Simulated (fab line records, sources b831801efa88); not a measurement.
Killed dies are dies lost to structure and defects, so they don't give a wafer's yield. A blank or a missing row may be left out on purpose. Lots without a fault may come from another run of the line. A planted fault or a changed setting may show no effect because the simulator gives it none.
Which tool did it? | flow sky130 | 6 lots, 18 wafers sampled, at 1 step of a route of 708

WHAT THE GAUGES READ, wafer by wafer
SKY_FIELD_ISO_THK_MEAS_04.
lot  | measured    | on            | FIELD_ISO_CVD_03_THK (nm)
L595 | day 1 21:31 | film_metro-03 | 164.7 164.2 166.1
L598 | day 2 05:37 | film_metro-01 | 163.4 163.2 162.7
L600 | day 2 15:47 | film_metro-03 | 167.1 167.2 166.4
L602 | day 3 01:53 | film_metro-04 | 164.7 165.1 164.7
L614 | day 5 13:43 | film_metro-03 | 164.5 166.3 165.8
L616 | day 5 22:29 | film_metro-01 | 164.0 163.3 164.1

WHICH TOOL RAN EACH LOT (tool, then ch and the chambers of the sampled wafers, then the start)
The record holds no process step before these readings.

THE ANSWER, worked out from the rows above alone
Rule: what is usual is taken from the lots themselves. Put in order of their means at a reading, lots are off if they are a third of the lots or fewer, leave a main group of 4 or more, and stand apart from it by a gap of 3 or more times the standard deviation of the main group's means; of several such gaps the widest counts. A main group whose means are all the same, to the digits that the tables above print for the reading, isn't used. A lot without any number at a reading at which 4 lots or more have one is off too. The other lots that the step has rows for count as sound.
No lot is off at any reading shown: from this, nothing can be told.

WHAT THE SIMULATOR HAD PUT IN
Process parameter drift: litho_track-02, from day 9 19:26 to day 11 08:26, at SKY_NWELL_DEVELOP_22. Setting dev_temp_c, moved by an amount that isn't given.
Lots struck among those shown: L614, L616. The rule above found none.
